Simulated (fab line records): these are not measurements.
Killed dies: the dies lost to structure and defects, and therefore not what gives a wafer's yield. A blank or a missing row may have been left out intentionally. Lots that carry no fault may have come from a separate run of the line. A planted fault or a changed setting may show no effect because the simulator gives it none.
The tool behind it: which one? / flow sky130 / Sampling: 14 lots, 42 wafers, 5 of 708 route steps

## WHAT EACH GAUGE READ, for each wafer
SKY_LDD_HVP_TW_MEAS_10. Usual: for LDD_HVP_TW the level is 455 and the standard deviation is 3.9.
lot=L740; measured=day 21 13:34; on=filmMetro-02; LDD_HVP_TW=457 457 458; flag=
lot=L741; measured=day 22 11:55; on=filmMetro-02; LDD_HVP_TW=451 453 456; flag=
lot=L742; measured=day 22 18:55; on=filmMetro-04; LDD_HVP_TW=450 452 453; flag=
lot=L743; measured=day 23 02:34; on=filmMetro-02; LDD_HVP_TW=457 456 453; flag=
lot=L744; measured=day 24 07:42; on=filmMetro-03; LDD_HVP_TW=457 458 460; flag=
lot=L751; measured=day 25 18:59; on=filmMetro-04; LDD_HVP_TW=451 451 451; flag=
lot=L752; measured=day 26 05:45; on=filmMetro-04; LDD_HVP_TW=452 452 451; flag=
lot=L753; measured=day 26 14:34; on=filmMetro-02; LDD_HVP_TW=455 454 454; flag=
lot=L755; measured=day 27 06:22; on=filmMetro-03; LDD_HVP_TW=460 460 461; flag=
lot=L757; measured=day 27 20:30; on=filmMetro-04; LDD_HVP_TW=447 451 450; flag=
lot=L759; measured=day 28 14:59; on=filmMetro-04; LDD_HVP_TW=452 450 453; flag=
lot=L760; measured=day 28 23:31; on=filmMetro-02; LDD_HVP_TW=454 453 454; flag=
lot=L762; measured=day 29 13:17; on=filmMetro-04; LDD_HVP_TW=451 451 453; flag=
lot=L763; measured=day 29 16:43; on=filmMetro-03; LDD_HVP_TW=463 461 463; flag=

SKY_LDD_LDN_OVL_MEAS_07. Usual: for LDD_LDN_OVL the level is 0.7 nm and the standard deviation is 1.5.
lot=L740; measured=day 22 18:52; on=overlay-02; LDD_LDN_OVL (nm)=-0.4 0.1 -1.1; flag=
lot=L741; measured=day 23 18:01; on=overlay-02; LDD_LDN_OVL (nm)=-0.4 -0.5 1.1; flag=
lot=L742; measured=day 24 01:05; on=overlay-02; LDD_LDN_OVL (nm)=1.8 -0.5 0.5; flag=
lot=L743; measured=day 24 08:38; on=overlay-02; LDD_LDN_OVL (nm)=0.6 -0.5 -1.4; flag=
lot=L744; measured=day 25 13:29; on=overlay-02; LDD_LDN_OVL (nm)=2.6 3.6 3.6; flag=
lot=L751; measured=day 27 00:03; on=overlay-02; LDD_LDN_OVL (nm)=2.7 0.8 1.1; flag=
lot=L752; measured=day 27 11:00; on=overlay-02; LDD_LDN_OVL (nm)=2.5 1.7 0.7; flag=
lot=L753; measured=day 27 19:11; on=overlay-01; LDD_LDN_OVL (nm)=-0.2 1.0 1.4; flag=
lot=L755; measured=day 28 10:50; on=overlay-01; LDD_LDN_OVL (nm)=-1.9 -0.8 0.4; flag=
lot=L757; measured=day 29 00:16; on=overlay-02; LDD_LDN_OVL (nm)=0.0 -0.2 0.6; flag=
lot=L759; measured=day 29 19:19; on=overlay-02; LDD_LDN_OVL (nm)=3.3 3.1 3.1; flag=
lot=L760; measured=day 30 03:33; on=overlay-02; LDD_LDN_OVL (nm)=0.7 0.8 1.8; flag=
lot=L762; measured=day 30 17:16; on=overlay-02; LDD_LDN_OVL (nm)=0.9 0.7 0.6; flag=
lot=L763; measured=day 30 20:28; on=overlay-02; LDD_LDN_OVL (nm)=-0.8 0.5 0.4; flag=

SKY_SD_P_TW_MEAS_11. Usual: for SD_P_TW the level is 2837 and the standard deviation is 18.
lot=L740; measured=day 25 09:58; on=filmMetro-03; SD_P_TW=2850 2845 2835; flag=
lot=L741; measured=day 26 07:40; on=filmMetro-03; SD_P_TW=2840 2806 2853; flag=
lot=L742; measured=day 26 14:05; on=filmMetro-01; SD_P_TW=2804 2802 2806; flag=
lot=L743; measured=day 26 22:25; on=filmMetro-02; SD_P_TW=2828 2811 2804; flag=
lot=L744; measured=day 28 02:11; on=filmMetro-03; SD_P_TW=2859 2839 2848; flag=
lot=L751; measured=day 29 12:37; on=filmMetro-02; SD_P_TW=2833 2830 2832; flag=
lot=L752; measured=day 29 22:05; on=filmMetro-02; SD_P_TW=2837 2836 2829; flag=
lot=L753; measured=day 30 05:34; on=filmMetro-03; SD_P_TW=2852 2838 2842; flag=
lot=L755; measured=day 30 21:02; on=filmMetro-02; SD_P_TW=2843 2831 2822; flag=
lot=L757; measured=day 31 12:05; on=filmMetro-02; SD_P_TW=2810 2808 2818; flag=
lot=L759; measured=day 32 07:16; on=filmMetro-02; SD_P_TW=2832 2830 2822; flag=
lot=L760; measured=day 32 13:22; on=filmMetro-02; SD_P_TW=2829 2832 2826; flag=
lot=L762; measured=day 33 03:02; on=filmMetro-03; SD_P_TW=2864 2863 2858; flag=
lot=L763; measured=day 33 06:44; on=filmMetro-02; SD_P_TW=2846 2837 2831; flag=

SKY_RES_XHIGH_TW_MEAS_09. Usual: for RES_XHIGH_TW the level is 1646 and the standard deviation is 12.
lot=L740; measured=day 26 15:09; on=filmMetro-03; RES_XHIGH_TW=1640 1642 1640; flag=
lot=L741; measured=day 27 12:18; on=filmMetro-01; RES_XHIGH_TW=1634 1637 1640; flag=
lot=L742; measured=day 27 19:04; on=filmMetro-03; RES_XHIGH_TW=1659 1659 1652; flag=
lot=L743; measured=day 28 03:16; on=filmMetro-01; RES_XHIGH_TW=30 30 30; flag=OFF
lot=L744; measured=day 29 06:34; on=filmMetro-03; RES_XHIGH_TW=31 30 30; flag=OFF
lot=L751; measured=day 30 16:58; on=filmMetro-02; RES_XHIGH_TW=1635 1630 1636; flag=
lot=L752; measured=day 31 02:20; on=filmMetro-02; RES_XHIGH_TW=1633 1640 1639; flag=
lot=L753; measured=day 31 09:20; on=filmMetro-01; RES_XHIGH_TW=1643 1646 1646; flag=
lot=L755; measured=day 32 01:02; on=filmMetro-03; RES_XHIGH_TW=1645 1646 1663; flag=
lot=L757; measured=day 32 15:43; on=filmMetro-03; RES_XHIGH_TW=1645 1646 1650; flag=
lot=L759; measured=day 33 10:06; on=filmMetro-03; RES_XHIGH_TW=1655 1659 1658; flag=
lot=L760; measured=day 33 15:34; on=filmMetro-03; RES_XHIGH_TW=1666 1666 1657; flag=
lot=L762; measured=day 34 06:18; on=filmMetro-01; RES_XHIGH_TW=1636 1643 1640; flag=
lot=L763; measured=day 34 09:19; on=filmMetro-03; RES_XHIGH_TW=1645 1649 1648; flag=

## TOOL THAT RAN EACH LOT (tool first, then ch and the chambers of the sampled wafers, then the start)
lot=L740; SKY_RES_XHIGH_EXPOSE_04=ilineStepper-02 ch 0, day 26 00:22
lot=L741; SKY_RES_XHIGH_EXPOSE_04=ilineStepper-02 ch 0, day 26 22:30
lot=L742; SKY_RES_XHIGH_EXPOSE_04=ilineStepper-02 ch 0, day 27 04:04
lot=L743; SKY_RES_XHIGH_EXPOSE_04=ilineStepper-02, day 27 12:13
lot=L744; SKY_RES_XHIGH_EXPOSE_04=ilineStepper-01, day 28 16:38
lot=L751; SKY_RES_XHIGH_EXPOSE_04=ilineStepper-02 ch 0, day 30 03:11
lot=L752; SKY_RES_XHIGH_EXPOSE_04=ilineStepper-02 ch 0, day 30 11:58
lot=L753; SKY_RES_XHIGH_EXPOSE_04=ilineStepper-01 ch 0, day 30 19:14
lot=L755; SKY_RES_XHIGH_EXPOSE_04=ilineStepper-02 ch 0, day 31 10:53
lot=L757; SKY_RES_XHIGH_EXPOSE_04=ilineStepper-01 ch 0, day 32 02:08
lot=L759; SKY_RES_XHIGH_EXPOSE_04=ilineStepper-01 ch 0, day 32 20:32
lot=L760; SKY_RES_XHIGH_EXPOSE_04=ilineStepper-02 ch 0, day 33 02:07
lot=L762; SKY_RES_XHIGH_EXPOSE_04=ilineStepper-02 ch 0, day 33 17:00
lot=L763; SKY_RES_XHIGH_EXPOSE_04=ilineStepper-02 ch 0, day 33 19:53
- SKY_RES_XHIGH_EXPOSE_04: exposes mask URPM, target cd 1270 nm.

## WHAT THE TOOLS THEMSELVES READ (means of the sampled wafers that have a number; where no wafer has one, the mark that the record gives instead)
SKY_RES_XHIGH_EXPOSE_04. Usual: exposureDoseMJCm2 140.01, standard deviation 0.12; focusOffsetNm -0.1 nm, standard deviation 0.5.
lot=L740; tool=ilineStepper-02; exposureDoseMJCm2=140.04; focusOffsetNm (nm)=0.2; flag=
lot=L741; tool=ilineStepper-02; exposureDoseMJCm2=140.01; focusOffsetNm (nm)=0.1; flag=
lot=L742; tool=ilineStepper-02; exposureDoseMJCm2=140.17; focusOffsetNm (nm)=-1.1; flag=
lot=L743; tool=ilineStepper-02; exposureDoseMJCm2=-; focusOffsetNm (nm)=-; flag=OFF
lot=L744; tool=ilineStepper-01; exposureDoseMJCm2=-; focusOffsetNm (nm)=-; flag=OFF
lot=L751; tool=ilineStepper-02; exposureDoseMJCm2=139.95; focusOffsetNm (nm)=-0.2; flag=
lot=L752; tool=ilineStepper-02; exposureDoseMJCm2=140.14; focusOffsetNm (nm)=-0.5; flag=
lot=L753; tool=ilineStepper-01; exposureDoseMJCm2=140.09; focusOffsetNm (nm)=-0.1; flag=
lot=L755; tool=ilineStepper-02; exposureDoseMJCm2=139.92; focusOffsetNm (nm)=0.9; flag=
lot=L757; tool=ilineStepper-01; exposureDoseMJCm2=139.96; focusOffsetNm (nm)=0.2; flag=
lot=L759; tool=ilineStepper-01; exposureDoseMJCm2=140.03; focusOffsetNm (nm)=0.2; flag=
lot=L760; tool=ilineStepper-02; exposureDoseMJCm2=140.00; focusOffsetNm (nm)=-0.5; flag=
lot=L762; tool=ilineStepper-02; exposureDoseMJCm2=139.92; focusOffsetNm (nm)=-0.2; flag=
lot=L763; tool=ilineStepper-02; exposureDoseMJCm2=140.07; focusOffsetNm (nm)=0.2; flag=

## THE ANSWER, worked out from the rows above alone
Rule: take the mean of a lot's wafers that have a number; if it is more than 3 standard deviations from the usual mean, the lot is off. A lot without any number at a reading at which 4 lots or more have one is off too. The other lots that the step has rows for count as sound. Order of review: gauges by route order, followed by the tools' own readings, for which a lot's mean as printed above is used. The first step at which some lot is off is used, and at that step the reading that is off furthest; a lot without a number counts as furthest.
Off: L743, L744, seen at SKY_RES_XHIGH_TW_MEAS_09 (RES_XHIGH_TW).
A tool fits if, at a process step before that reading, it ran every lot that is off, and no sound lot after the first of them. Not tried: the gauges at SKY_RES_XHIGH_TW_MEAS_09; whatever is off there is also off at SKY_RES_XHIGH_EXPOSE_04, on other tools, and gauge error can't account for it. Not one of the candidates tried fits.

## WHAT THE SIMULATOR HAD INSERTED
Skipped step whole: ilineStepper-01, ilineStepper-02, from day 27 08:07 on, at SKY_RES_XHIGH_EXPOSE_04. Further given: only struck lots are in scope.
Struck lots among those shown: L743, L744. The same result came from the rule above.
